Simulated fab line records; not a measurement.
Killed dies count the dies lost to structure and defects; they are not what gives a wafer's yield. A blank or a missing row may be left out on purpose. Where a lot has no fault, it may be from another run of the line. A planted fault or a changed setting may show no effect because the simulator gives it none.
Comparing a struck lot with a sound one || flow gf180mcu || 29 out of 602 route steps
Sound: the wafers L541.3, L541.4, L541.5. Struck: wafer L557.4 (left out: L557.1, L557.3 of the same lot, which were not struck); the cause appears at the end.
Per side, at each step with rows, come the tool, then ch with its chambers, and then its first start. Under that, the readings that differ: sound wafers || struck wafers || difference of the means || sigmas: that difference in standard deviations of wafers without a fault.
alike: a reading whose means differ by less than 2 such deviations, as well as words and numbers matching on both sides. not compared: withheld readings; readings where some wafer has no value; bounds like >300 that might hide an equal value; numbers whose values overlap and for which the record gives no deviation.
A row with sigmas, a row that says differs or no value, or rows on one side alone: a step with any of these is where the two part. Non-overlapping numbers with no deviation appear without sigmas and do not part them. Lack of a reading on every wafer of one side parts them only where that side has two or more wafers.

GF_V1_ETCH_17: etches SiO2 in C4F8/O2/Ar, stops on TiN, target depth 630 nm.
  sound: rie_diel-01 ch 1,2,3; struck: rie_diel-01 ch 2
  alike: oes_product_au
GF_V1_STRIP_18: strips in O2/N2.
  sound on plasma_asher-02 ch 0,1, day 19 17:58; struck on plasma_asher-04 ch 0, day 24 20:16
  alike: drypump_motor_current_A, heater_power_w, oes_product_au
  not compared: rf_hours_counter_h
then, 2 steps without rows for these wafers: GF_V1_STRIP_19 (strips in post etch residue remover, time 1200 s); GF_V1_CLEAN_20 (cleans in DIW).
GF_V1_SPUTTER_21: material Ti, target thk 15 nm, time 80.02 s.
  sound on pvd_sputter-01, day 19 18:35; struck on pvd_sputter-02, day 24 20:50
  alike: throttle_valve_pct
GF_V1_SPUTTER_22: material TiN, target thk 10 nm, time 40 s.
  sound on pvd_sputter-01, day 19 18:38; struck on pvd_sputter-02, day 24 20:53
  alike: throttle_valve_pct
then, 1 step without rows for these wafers: GF_V1_CVD_23 (deposits W, target thk 350 nm, time 105.05 s).
GF_V1_RS_MEAS_24: measures by four-point-probe.
  sound on film_metro-04, day 19 18:50; struck on film_metro-01, day 24 21:02
  alike: V1_W_RS
GF_V1_THK_MEAS_25: measures by xrf.
  sound on film_metro-04, day 19 18:56; struck on film_metro-01, day 24 21:10
{"reading": "V1_W_THK (nm)", "sound": "336 352 345", "struck": 334, "difference": -10, "sigmas": -2}
GF_V1_CMP_26: polishes, stops on SiO2, t overpolish 15 s, target thk 0 nm.
  sound on cmp-01 ch 2,3, day 19 18:58; struck on cmp-02 ch 0, day 24 21:15
  alike: motor_current_A, overpolish_run_s, slurry_filter_dp_kPa, time_to_endpoint_s
then, 2 steps without rows for these wafers: GF_M2_SPUTTER_00 (material Ti, target thk 37.5 nm, time 150 s); GF_M2_SPUTTER_01 (material TiN, target thk 30 nm, time 25 s).
GF_M2_SPUTTER_02: material AlCu, target thk 450 nm, time 23.9 s.
  sound on pvd_sputter-01, day 19 19:24; struck on pvd_sputter-02, day 24 21:41
{"reading": "model.AlCu_of_M2_SPUTTER_02.thk_nm (nm)", "sound": "458.9 461.2 456.4", "struck": 401.4, "difference": -57.4, "sigmas": ""}
  alike: throttle_valve_pct
then, 2 steps without rows for these wafers: GF_M2_SPUTTER_03 (material Ti, target thk 10 nm, time 6.7 s); GF_M2_SPUTTER_04 (material TiN, target thk 50 nm, time 41.7 s).
GF_M2_RS_MEAS_05: measures by four-point-probe.
  sound on film_metro-04, day 19 19:32; struck on film_metro-01, day 24 21:46
{"reading": "M2_ALCU_RS (ohm/sq)", "sound": "0.0682 0.0680 0.0684", "struck": 0.0781, "difference": "+0.0099", "sigmas": "+13"}
GF_M2_THK_MEAS_06: measures by xrf.
  sound on film_metro-04, day 19 19:38; struck on film_metro-01, day 24 21:53
{"reading": "M2_ALCU_THK (nm)", "sound": "453 454 451", "struck": 396, "difference": -57, "sigmas": -10}
then, 7 steps without rows for these wafers: GF_M2_DEHYDRATE_07 (time 60 s); GF_M2_HMDS_08 (prime time 60 s); GF_M2_COAT_09 (resist thk 1000 nm); GF_M2_SOFTBAKE_10 (time 60 s); GF_M2_EXPOSE_11 (exposes mask Metal2, target cd 280 nm); GF_M2_PEB_12 (peb time 90 s); GF_M2_DEVELOP_13 (develop time 60 s).
GF_M2_CD_MEAS_14: target cd 280 nm.
  sound on cd_sem-02, day 20 19:46; struck on cd_sem-02, day 25 18:46
  alike: cd_nm
GF_M2_OVL_MEAS_15:
  sound on overlay-01, day 20 19:52; struck on overlay-01, day 25 18:53
{"reading": "M2_OVL (nm)", "sound": "-6 -10 -10", "struck": 8, "difference": "+17", "sigmas": "+3"}
GF_M2_METAL_ETCH_16: etches the open film in Cl2/BCl3, stops on SiO2, target depth 627.5 nm, time 104.6 s.
  sound on rie_metal-01 ch 0,1, day 20 19:56; struck on rie_metal-01 ch 0, day 25 18:55
{"reading": "drypump_motor_current_A (A)", "sound": "6.3 5.0 5.0", "struck": 6.3, "difference": "+0.9", "sigmas": "+2"}
{"reading": "oes_product_au (a.u.)", "sound": "0.979 0.984 0.967", "struck": 0.924, "difference": -0.053, "sigmas": -8}
{"reading": "throttle_valve_pct (%)", "sound": "28.242 28.253 28.240", "struck": 28.292, "difference": "+0.047", "sigmas": "+5"}
  not compared: rf_hours_counter_h
then, 1 step without rows for these wafers: GF_M2_STRIP_17 (strips in O2/N2).
-- the record jumps here: 8 days lie between the struck wafers' starts before and after (it left off in module M2 and takes up again in module PASSIVATION, whose first step shown is number 602 of the route) --
GF_PASSIVATION_PROBE_99:
  the record has rows for the struck wafers here (prober-02, day 34 03:23) and none for the sound ones

== WHERE THEY PART ==
At GF_V1_THK_MEAS_25 first; at GF_PASSIVATION_PROBE_99 last (within this record only).

WHY: what the simulator had put in
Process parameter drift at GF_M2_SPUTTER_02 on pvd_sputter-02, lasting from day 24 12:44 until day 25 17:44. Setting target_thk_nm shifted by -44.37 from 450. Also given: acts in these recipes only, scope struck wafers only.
